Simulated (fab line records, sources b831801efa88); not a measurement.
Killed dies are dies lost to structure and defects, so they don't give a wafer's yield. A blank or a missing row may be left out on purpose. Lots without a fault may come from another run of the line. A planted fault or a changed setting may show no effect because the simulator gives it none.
A struck lot beside a sound one | flow sky130 | 18 steps out of a route of 708
Sound: wafers L693.1, L693.3, L693.5. Struck: wafers L708.1, L708.2, L708.3. The cause comes at the end.
At each step with rows: each side's tool, then ch and its chambers, then its first start. Under that, the readings that differ: sound wafers | struck wafers | difference of the means | sigmas: that difference in standard deviations of wafers without a fault.
alike: readings whose means differ by less than 2 such deviations, and words and numbers that are the same on both sides. not compared: withheld readings, readings that some wafer has no value for, bounds like >300 that may hide the same value, and numbers for which the record gives no deviation and whose values overlap.
The two part at a step that has a row with sigmas, a row that says differs or no value, or rows on one side only. Numbers that don't overlap but have no deviation are shown without sigmas and don't part them. A reading that every wafer of one side lacks parts them only if that side has two wafers or more.

first, 4 steps without rows for these wafers: SKY_PWDE_SOFTBAKE_03; SKY_PWDE_EXPOSE_04 (exposes mask PWDEM, target cd 840 nm); SKY_PWDE_PEB_05; SKY_PWDE_DEVELOP_06 (develop time 60 s).
SKY_PWDE_OVL_MEAS_07:
  sound on overlay-01, day 4 11:44; struck on overlay-01, day 8 03:05
  alike: PWDE_OVL
then, 1 step without rows for these wafers: SKY_PWDE_IMPLANT_08.
SKY_PWDE_STRIP_09: strips in O2/N2.
  sound on plasma_asher-04 ch 0,1, day 4 11:55; struck on plasma_asher-02 ch 0,1, day 8 03:17
  alike: chamber_pressure_mTorr, drypump_motor_current_A, oes_product_au, strip_time_to_endpoint_s
  not compared: rf_hours_counter_h
SKY_PWDE_TW_MEAS_10:
  sound on film_metro-02, day 4 12:01; struck on film_metro-02, day 8 03:23
  alike: PWDE_TW
then, 4 steps without rows for these wafers: SKY_NWELL_DEHYDRATE_03 (time 60 s); SKY_NWELL_HMDS_04 (prime time 60 s); SKY_NWELL_COAT_05 (resist thk 3000 nm); SKY_NWELL_SOFTBAKE_06.
SKY_NWELL_EXPOSE_07: exposes mask NWM, target cd 840 nm.
  sound on iline_stepper-01 ch 0, day 4 20:11; struck on iline_stepper-01 ch 0, day 8 13:58
  reading                       | sound                | struck            | difference | sigmas
  model.NWELL.overlay_x_nm (nm) | 0.1209 0.1209 0.1209 | 187.5 187.5 187.5 | +187.4     |
  alike: mask
then, 2 steps without rows for these wafers: SKY_NWELL_PEB_08; SKY_NWELL_DEVELOP_09 (develop time 60 s).
SKY_NWELL_OVL_MEAS_10:
  sound on overlay-01, day 5 03:53; struck on overlay-01, day 9 00:31
  reading           | sound         | struck            | difference | sigmas
  NWELL_00_OVL (nm) | 0.2 -1.4 -1.8 | 187.5 185.6 188.0 | +188.0     | +99 or more
then, 1 step without rows for these wafers: SKY_NWELL_IMPLANT_11.
-- the record jumps here: 41 days lie between the struck wafers' starts before and after (it left off in module NWELL and takes up again in module PAD_OPEN, whose first step shown is number 708 of the route) --
SKY_PAD_OPEN_PROBE_99:
  sound on prober-02, day 46 11:13; struck on prober-01, day 50 02:21
  reading             | sound    | struck      | difference | sigmas
  killed_at_front_end | 13 13 13 | 399 410 423 | +398       | +92
  killed_dies         | 90 85 90 | 492 492 492 | +404       | +46
  killed_on_rim       | 14 13 17 | 96 96 96    | +81        | +23
  alike: killed_at_M0_to_M3, killed_at_M4_up, killed_at_contacts, killed_at_other, killed_open, killed_short

WHERE THEY PART
First at SKY_NWELL_OVL_MEAS_10; last, within this record, at SKY_PAD_OPEN_PROBE_99.

WHY: what the simulator had put in
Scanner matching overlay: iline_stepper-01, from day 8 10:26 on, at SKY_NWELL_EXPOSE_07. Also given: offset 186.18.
